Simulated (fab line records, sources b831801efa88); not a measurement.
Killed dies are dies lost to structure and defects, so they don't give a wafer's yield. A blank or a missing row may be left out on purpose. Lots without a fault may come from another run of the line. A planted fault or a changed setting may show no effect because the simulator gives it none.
Which tool did it? | flow gf180mcu | 11 lots, 33 wafers sampled, at 4 steps of a route of 602

WHAT THE GAUGES READ, wafer by wafer
GF_PSD_RS_MEAS_14: measures by four-point-probe.
lot  | measured     | on            | NSD_RS (ohm/sq)
L758 | day 13 11:53 | film_metro-01 | 46.33 46.29 46.18
L760 | day 14 10:42 | film_metro-01 | 46.16 46.15 46.18
L761 | day 14 11:43 | film_metro-01 | 46.33 46.29 46.24
L762 | day 14 18:15 | film_metro-01 | 46.17 46.01 46.14
L764 | day 17 16:44 | film_metro-01 | 46.20 46.13 46.09
L768 | day 18 00:02 | film_metro-04 | 46.02 46.10 46.09
L775 | day 20 15:45 | film_metro-01 | 45.38 45.37 45.28
L776 | day 21 03:53 | film_metro-04 | 45.26 45.19 45.26
L777 | day 21 22:15 | film_metro-04 | 46.18 46.05 46.08
L779 | day 22 06:36 | film_metro-01 | 46.13 46.13 46.14
L780 | day 22 20:11 | film_metro-04 | 46.12 46.14 46.11

WHICH TOOL RAN EACH LOT (tool, then ch and the chambers of the sampled wafers, then the start)
lot  | GF_HV_LDD_STRIP_10                   | GF_HV_LDD_STRIP_37                   | GF_PSD_RTA_13
L758 | plasma_asher-04 ch 0,1, day 9 06:57  | plasma_asher-04 ch 0,1, day 10 19:39 | rtp_anneal-02 ch 0, day 13 11:49
L760 | plasma_asher-02 ch 0,1, day 10 03:13 | plasma_asher-02 ch 0,1, day 11 18:05 | rtp_anneal-01 ch 0, day 14 10:37
L761 | plasma_asher-02 ch 0,1, day 10 04:32 | plasma_asher-04 ch 0,1, day 11 19:35 | rtp_anneal-02 ch 0, day 14 11:37
L762 | plasma_asher-02 ch 0,1, day 10 12:31 | plasma_asher-02 ch 0,1, day 12 02:07 | rtp_anneal-01 ch 0, day 14 18:10
L764 | plasma_asher-04 ch 0,1, day 13 01:11 | plasma_asher-03 ch 0,1, day 14 18:04 | rtp_anneal-01 ch 0, day 17 16:39
L768 | plasma_asher-02 ch 0,1, day 13 08:02 | plasma_asher-02 ch 0,1, day 15 01:38 | rtp_anneal-02 ch 0, day 17 23:53
L775 | plasma_asher-02 ch 0,1, day 15 15:41 | plasma_asher-04 ch 0,1, day 17 11:46 | rtp_anneal-02 ch 0, day 20 15:40
L776 | plasma_asher-03 ch 0,1, day 15 23:58 | plasma_asher-04 ch 0,1, day 17 21:53 | rtp_anneal-02 ch 0, day 21 03:48
L777 | plasma_asher-03 ch 0,1, day 16 16:26 | plasma_asher-03 ch 0,1, day 18 16:51 | rtp_anneal-01 ch 0, day 21 22:10
L779 | plasma_asher-04 ch 0,1, day 17 00:46 | plasma_asher-02 ch 0,1, day 19 01:02 | rtp_anneal-01 ch 0, day 22 06:31
L780 | plasma_asher-03 ch 0,1, day 17 13:53 | plasma_asher-03 ch 0,1, day 19 15:54 | rtp_anneal-01 ch 0, day 22 20:06
- GF_HV_LDD_STRIP_10: strips in O2/N2.
- GF_HV_LDD_STRIP_37: strips in O2/N2.
- GF_PSD_RTA_13: time 20 s.

THE ANSWER, worked out from the rows above alone
Rule: what is usual is taken from the lots themselves. Put in order of their means at a reading, lots are off if they are a third of the lots or fewer, leave a main group of 4 or more, and stand apart from it by a gap of 3 or more times the standard deviation of the main group's means; of several such gaps the widest counts. A main group whose means are all the same, to the digits that the tables above print for the reading, isn't used. A lot without any number at a reading at which 4 lots or more have one is off too. The other lots that the step has rows for count as sound.
Off: L775, L776, at GF_PSD_RS_MEAS_14 (NSD_RS). The main group: mean 46.15 ohm/sq, standard deviation 0.07.
A tool fits if, at a process step before that reading, it ran every lot that is off, and no sound lot after the first of them. The gauges at GF_PSD_RS_MEAS_14 are tried like those tools. Can't be told from this: 2 tools fit, plasma_asher-04 at GF_HV_LDD_STRIP_37, rtp_anneal-02 at GF_PSD_RTA_13.

WHAT THE SIMULATOR HAD PUT IN
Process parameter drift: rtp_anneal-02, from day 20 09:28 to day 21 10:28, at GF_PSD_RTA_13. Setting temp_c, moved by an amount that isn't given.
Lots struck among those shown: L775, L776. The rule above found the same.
